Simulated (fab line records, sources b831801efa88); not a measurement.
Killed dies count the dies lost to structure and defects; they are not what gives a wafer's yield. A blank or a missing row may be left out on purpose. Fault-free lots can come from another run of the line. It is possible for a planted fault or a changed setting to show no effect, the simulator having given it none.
Struck lot and sound lot, side by side | flow sky130 | 45 out of 708 route steps
Sound: these wafers, L204.2, L204.4, L204.5. Struck: wafers L209.1, L209.2, L209.3. At the end, the cause is stated.
Per side, at each step with rows, come the tool, then ch with its chambers, and then its first start. Under that, the readings that differ: sound wafers | struck wafers | difference of the means | sigmas: that difference in standard deviations of wafers without a fault.
alike: words and numbers the same on both sides, and readings whose means are apart by under 2 such deviations; not compared: readings that were withheld, readings missing a value for some wafer, numbers with overlapping values and no deviation given by the record, and bounds like >300 which may hide the same value.
Wherever a step has rows on one side only, a row that says differs or no value, or a row with sigmas, the two part there. When numbers do not overlap yet have no deviation, they are printed without sigmas and do not part them. A reading that every wafer of one side lacks parts them only if that side has two wafers or more.

first, 2 steps without rows for these wafers: SKY_DNWELL_DEVELOP_06 (develop time 60 s); SKY_DNWELL_IMPLANT_07.
SKY_DNWELL_STRIP_08: strips in O2/N2.
  sound on plasma-asher-01 ch 0,1, day 4 07:43; struck on plasma-asher-02 ch 0,1, day 5 08:31
  alike: drypump-motor-current-A, oes-product-au, strip-time-to-endpoint-s
  not compared: rf-hours-counter-h
SKY_DNWELL_TW_MEAS_09:
  sound: film-metro-02 at day 4 07:49; struck: film-metro-02 at day 5 08:37
  alike: DNWELL_TW
then, 7 steps without rows for these wafers: SKY_PWDE_DEHYDRATE_00 (time 60 s); SKY_PWDE_HMDS_01 (prime time 60 s); SKY_PWDE_COAT_02 (resist thk 3000 nm); SKY_PWDE_SOFTBAKE_03; SKY_PWDE_EXPOSE_04 (exposes mask PWDEM, target cd 840 nm); SKY_PWDE_PEB_05; SKY_PWDE_DEVELOP_06 (develop time 60 s).
SKY_PWDE_OVL_MEAS_07:
  sound: overlay-01 at day 5 00:47; struck: overlay-01 at day 6 01:28
  alike: PWDE_OVL
SKY_PWDE_IMPLANT_08:
  sound on implanter-02 ch 0, day 5 00:50; struck on implanter-02 ch 0, day 6 01:31
  reading            | sound                         | struck                        | difference | sigmas
  dose-ions-cm2      | 3.609e+12 3.608e+12 3.607e+12 | 4.033e+12 4.035e+12 4.035e+12 | +4.263e+11 | +97
  faraday-current-uA | 19.8 19.9 20.5                | 22.5 22.8 22.5                | +2.5       | +7
SKY_PWDE_STRIP_09: strips in O2/N2.
  sound on plasma-asher-02 ch 1, day 5 00:58; struck on plasma-asher-02 ch 0,1, day 6 01:40
  alike: drypump-motor-current-A, oes-product-au, strip-time-to-endpoint-s
  not compared: rf-hours-counter-h
SKY_PWDE_TW_MEAS_10:
  sound: film-metro-04 at day 5 01:04; struck: film-metro-03 at day 6 01:46
  reading | sound       | struck      | difference | sigmas
  PWDE_TW | 375 378 376 | 389 387 388 | +12        | +4
then, 7 steps without rows for these wafers: SKY_NWELL_DEHYDRATE_03 (time 60 s); SKY_NWELL_HMDS_04 (prime time 60 s); SKY_NWELL_COAT_05 (resist thk 3000 nm); SKY_NWELL_SOFTBAKE_06; SKY_NWELL_EXPOSE_07 (exposes mask NWM, target cd 840 nm); SKY_NWELL_PEB_08; SKY_NWELL_DEVELOP_09 (develop time 60 s).
SKY_NWELL_OVL_MEAS_10:
  sound: overlay-02 at day 5 17:34; struck: overlay-02 at day 6 20:07
  alike: NWELL_00_OVL
then, 3 steps without rows for these wafers: SKY_NWELL_IMPLANT_11; SKY_NWELL_IMPLANT_12; SKY_NWELL_IMPLANT_13.
SKY_NWELL_STRIP_14: strips in O2/N2.
  sound on plasma-asher-03 ch 0,1, day 5 18:02; struck on plasma-asher-03 ch 0,1, day 6 20:37
  reading                      | sound             | struck            | difference | sigmas
  strip-time-to-endpoint-s (s) | 36.72 36.69 36.81 | 36.94 36.94 36.88 | +0.18      | +2
  alike: drypump-motor-current-A, oes-product-au
  not compared: rf-hours-counter-h
SKY_NWELL_TW_MEAS_15:
  sound: film-metro-03 at day 5 18:09; struck: film-metro-03 at day 6 20:43
  alike: NWELL_TW
then, 7 steps without rows for these wafers: SKY_NWELL_DEHYDRATE_16 (time 60 s); SKY_NWELL_HMDS_17 (prime time 60 s); SKY_NWELL_COAT_18 (resist thk 3000 nm); SKY_NWELL_SOFTBAKE_19; SKY_NWELL_EXPOSE_20 (exposes mask NWM COMPLEMENT, target cd 840 nm); SKY_NWELL_PEB_21; SKY_NWELL_DEVELOP_22 (develop time 60 s).
SKY_NWELL_OVL_MEAS_23:
  sound: overlay-01 at day 6 12:11; struck: overlay-02 at day 7 15:58
  alike: NWELL_01_OVL
following that, these wafers have no rows for 1 step: SKY_NWELL_IMPLANT_24.
SKY_NWELL_STRIP_25: strips in O2/N2.
  sound on plasma-asher-03 ch 0,1, day 6 12:22; struck on plasma-asher-04 ch 0,1, day 7 16:10
  alike: drypump-motor-current-A, oes-product-au, strip-time-to-endpoint-s
  not compared: rf-hours-counter-h
SKY_NWELL_TW_MEAS_26:
  sound: film-metro-02 at day 6 12:28; struck: film-metro-04 at day 7 16:16
  alike: NWELL_2_TW
then, 1 step without rows for these wafers: SKY_NWELL_CLEAN_27 (cleans in SC1/SC2, time 150 s).
SKY_NWELL_RTA_28: time 30 s.
  sound on rtp-anneal-02 ch 0, day 6 12:35; struck on rtp-anneal-01 ch 0, day 7 16:22
  alike: anneal-temp-c-max, lamp-power-pct, wafer_temp_C_max
SKY_NWELL_RS_MEAS_29: the measuring method here is four-point-probe.
  sound: film-metro-04 at day 6 12:41; struck: film-metro-02 at day 7 16:28
  alike: NWELL_RS
SKY_NWELL_RS_MEAS_31: the measuring method here is four-point-probe.
  sound: film-metro-04 at day 6 12:56; struck: film-metro-02 at day 7 17:01
  reading          | sound          | struck         | difference | sigmas
  PWDE_RS (ohm/sq) | 5267 5279 5293 | 4815 4812 4810 | -467       | -29
  not compared: hold
SKY_VT_ADJUST_HVTP_DEHYDRATE_00: time 60 s.
  sound on litho-track-04 ch 0, day 6 22:02; struck on litho-track-02 ch 0, day 8 02:16
  reading | sound | struck                                                                     | difference                   | sigmas
  hold    | - - - | await-dispo/5.8h/release await-dispo/5.8h/release await-dispo/5.8h/release | no value on the sound wafers |
-- record jumps: 40 days separate the struck wafers' starts on either side; left off in module VT_ADJUST_HVTP, taken up again in module PAD_OPEN, whose first shown step is the route's number 708 --
SKY_PAD_OPEN_PROBE_99:
  sound: prober-01 at day 47 04:42; struck: prober-02 at day 48 09:12
  reading                                   | sound                         | struck                        | difference | sigmas
  killed-at-front-end                       | 25 21 23                      | 6 15 14                       | -11        | -3
  model.etest.res_p_drift_20v.line-ohm-um   | 1.21e+04 1.25e+04 1.24e+04    | 1.068e+04 1.156e+04 1.027e+04 | -1.497e+03 |
  model.etest.res_p_drift_20v.rs-ohm-sq     | 1.016e+04 1.043e+04 1.022e+04 | 9016 9627 8625                | -1181      |
  model.etest.res-pwde-under-gate.rs-ohm-sq | 6124 6094 6119                | 5533 5541 5528                | -578       |
  alike: killed_at_M0_to_M3, killed_at_M4_up, killed-at-contacts, killed-at-other, killed-dies, killed-open, killed-short

WHERE THEY PART
At SKY_PWDE_IMPLANT_08 first; at SKY_PAD_OPEN_PROBE_99 last (within this record only).

WHY: the cause the simulator had injected
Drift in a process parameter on implanter-02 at SKY_PWDE_IMPLANT_08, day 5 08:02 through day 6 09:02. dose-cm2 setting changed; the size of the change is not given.
